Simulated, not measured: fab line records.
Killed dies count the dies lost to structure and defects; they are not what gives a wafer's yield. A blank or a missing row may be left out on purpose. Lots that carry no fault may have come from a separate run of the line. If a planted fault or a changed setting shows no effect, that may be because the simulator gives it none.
Struck lot and sound lot, side by side | flow sky130 | 35 steps out of a route of 708
Sound: the wafers L252.1, L252.2, L252.6. Struck: wafers L260.2, L260.3, L260.5. Last of all comes the cause.
Order at every step that has rows: each side's tool, ch and its chambers, its first start. Under that, the readings that differ: sound wafers | struck wafers | difference of the means | sigmas: that difference in standard deviations of wafers without a fault.
alike: same words and numbers on both sides, and readings whose means sit less than 2 such deviations apart. not compared: any withheld reading, any reading some wafer has no value for, any bound like >300 that may hide the same value, and any number with overlapping values for which the record gives no deviation.
A row with sigmas, a row that says differs or no value, or rows on one side alone: a step with any of these is where the two part. Non-overlapping numbers with no deviation appear without sigmas and do not part them. A reading that every wafer of one side lacks parts them only if that side has two wafers or more.

first, 10 steps without rows for these wafers: SKY_POLY_CUT_ETCH_10 (etches BARC in N2/H2, stops on SiO2, time 45.9 s, target depth 60 nm); SKY_POLY_CUT_ETCH_11 (etches Si3N4 in CF4/CH2F2/Ar, stops on poly-Si, time 42.5 s, target depth 60 nm); SKY_POLY_CUT_STRIP_12 (strips in O2/N2); SKY_SD_P_DEHYDRATE_00 (time 60 s); SKY_SD_P_HMDS_01 (prime time 60 s); SKY_SD_P_COAT_02 (resist thk 1140 nm); SKY_SD_P_SOFTBAKE_03 (time 60 s); SKY_SD_P_EXPOSE_04 (exposes mask PSDM, target cd 380 nm); SKY_SD_P_PEB_05; SKY_SD_P_DEVELOP_06 (develop time 60 s).
SKY_SD_P_IMPLANT_09:
  sound on implanter-04 ch 0, day 28 00:34; struck on implanter-04 ch 0, day 30 03:20
  reading       | sound                         | struck                        | difference | sigmas
  dose-ions-cm2 | 3.002e+15 3.004e+15 2.996e+15 | 3.227e+15 3.225e+15 3.222e+15 | +2.240e+14 | +72
SKY_SD_P_STRIP_10: strips in O2/N2.
  sound on plasma-asher-04 ch 0,1, day 28 00:43; struck on plasma-asher-04 ch 0,1, day 30 03:27
  reading                      | sound             | struck            | difference | sigmas
  strip-time-to-endpoint-s (s) | 17.49 17.56 17.46 | 17.69 17.68 17.70 | +0.19      | +6
  alike: drypump-motor-current-A, o2-flow-sccm, oes-product-au
  not compared: rf-hours-counter-h
then, 21 steps without rows for these wafers: SKY_RES_XHIGH_DEHYDRATE_00 (time 60 s); SKY_RES_XHIGH_HMDS_01 (prime time 60 s); SKY_RES_XHIGH_COAT_02 (resist thk 1140 nm); SKY_RES_XHIGH_SOFTBAKE_03 (time 60 s); SKY_RES_XHIGH_EXPOSE_04 (exposes mask URPM, target cd 1270 nm); SKY_RES_XHIGH_PEB_05; SKY_RES_XHIGH_DEVELOP_06 (develop time 60 s); SKY_RES_XHIGH_IMPLANT_07; SKY_RES_XHIGH_STRIP_08 (strips in O2/N2); SKY_SD_N_DEHYDRATE_00 (time 60 s); SKY_SD_N_HMDS_01 (prime time 60 s); SKY_SD_N_COAT_02 (resist thk 1140 nm); SKY_SD_N_SOFTBAKE_03 (time 60 s); SKY_SD_N_EXPOSE_04 (exposes mask NSDM, target cd 380 nm); SKY_SD_N_PEB_05; SKY_SD_N_DEVELOP_06 (develop time 60 s); SKY_SD_N_IMPLANT_09; SKY_SD_N_IMPLANT_10; SKY_SD_N_STRIP_11 (strips in O2/N2); SKY_SD_N_CLEAN_13 (cleans in SC1/SC2, time 150 s); SKY_SD_N_RTA_14 (time 2 s).
-- the record jumps here: 2 days lie between the struck wafers' starts before and after --
SKY_SD_N_RS_MEAS_17: measurement is done with a four-point probe.
  sound: film-metro-03 at day 30 10:53; struck: film-metro-03 at day 32 12:25
  alike: SD_P_RS
-- here the record skips 17 days between the struck wafers' starts before and after, leaving off in module SD_N and picking up in module PAD_OPEN (first step shown: number 708 of the route) --
SKY_PAD_OPEN_PROBE_99:
  sound: prober-01 at day 47 14:56; struck: prober-02 at day 49 01:13
  reading                             | sound             | struck            | difference | sigmas
  model.etest.res-high-po.line-ohm-um | 771.3 792.3 774.7 | 723.2 703.6 703.8 | -69.2      |
  model.etest.licon-high-po.rc-ohm    | 358.9 346.7 355.1 | 326.8 316.7 342.7 | -24.8      |
  model.etest.res-high-po.rs-ohm-sq   | 267.1 272.6 266.7 | 253.4 247.3 249.9 | -18.6      |
  alike: killed_at_M0_to_M3, killed_at_M4_up, killed-at-contacts, killed-at-front-end, killed-at-other, killed-dies, killed-open, killed-short

WHERE THEY PART
First at SKY_SD_P_IMPLANT_09; last, within this record, at SKY_SD_P_STRIP_10. Later steps at which nothing parts them and some readings are alike: SKY_SD_N_RS_MEAS_17, SKY_PAD_OPEN_PROBE_99.

WHY: what the simulator had put in
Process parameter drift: implanter-04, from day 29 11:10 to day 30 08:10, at SKY_SD_P_IMPLANT_09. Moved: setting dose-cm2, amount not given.
